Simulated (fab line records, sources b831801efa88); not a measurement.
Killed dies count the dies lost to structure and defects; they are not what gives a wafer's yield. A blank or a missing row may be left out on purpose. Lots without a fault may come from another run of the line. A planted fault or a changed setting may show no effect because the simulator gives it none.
Chamber matching	flow sky130	4 sister chambers for SKY_VIA2_ETCH_14 on rie diel-04
The step etches BARC in N2/H2, stops on SiO2, time 45.9 s, target depth 60 nm. 16 wafers are shown with their chamber, then 8 later ones without.

== WAFERS WITH THEIR CHAMBER ==
wafer	chamber	drypump motor current A (A)	oes product au (a.u.)	throttle valve pct (%)
L075.1	0	4.6	0.857	13.229
L075.4	3	6.2	0.853	13.242
L075.6	0	4.7	0.858	13.240
L084.2	1	6.5	0.860	13.205
L084.3	2	5.5	0.857	13.233
L084.6	3	6.2	0.851	13.221
L082.3	0	4.7	0.854	13.229
L082.4	1	6.5	0.862	13.220
L082.5	2	5.5	0.863	13.237
L087.1	1	6.6	0.854	13.215
L087.3	0	4.7	0.852	13.226
L087.5	1	6.5	0.858	13.221
L089.1	0	4.7	0.858	13.225
L089.3	3	6.2	0.848	13.213
L089.6	2	5.5	0.850	13.223
L092.1	2	5.5	0.869	13.218

SIGNATURES (averages over the wafers above)
reading	chamber 0	chamber 1	chamber 2	chamber 3	scatter within a chamber
drypump motor current A	4.680	6.525	5.500	6.200	0.0359
oes product au	0.85580	0.85850	0.85975	0.85067	0.00479
throttle valve pct	13.22980	13.21525	13.22775	13.22533	0.00905
Rule: for a wafer and a chamber, the distance is found by dividing, reading by reading, the gap between the wafer's reading and the chamber's mean by the reading's scatter, squaring, summing and taking the root. The wafer belongs to the nearest chamber; if the next one is less than 2 further off, it can't be placed. The scatter is the square root of a quotient: the sum, over the shown wafers, of each reading's squared deviation from its chamber's mean, divided by wafers minus chambers.

== WAFERS WHOSE CHAMBER IS MISSING ==
wafer	drypump motor current A (A)	oes product au (a.u.)	throttle valve pct (%)
L092.2	4.7	0.854	13.223
L092.5	5.6	0.851	13.226
L093.2	6.5	0.855	13.214
L093.3	4.7	0.857	13.211
L093.4	6.2	0.848	13.227
L095.1	6.5	0.854	13.216
L095.3	5.5	0.863	13.225
L095.5	6.5	0.853	13.249

== WHICH CHAMBER EACH ONE RAN IN ==
wafer	from the rows above	in truth
L092.2	0	0
L092.5	2	2
L093.2	1	1
L093.3	0	0
L093.4	3	3
L095.1	1	1
L095.3	2	2
L095.5	1	1
Correctly placed: 8 of 8. Left unplaced by these rows: 0. Placed wrongly: 0.
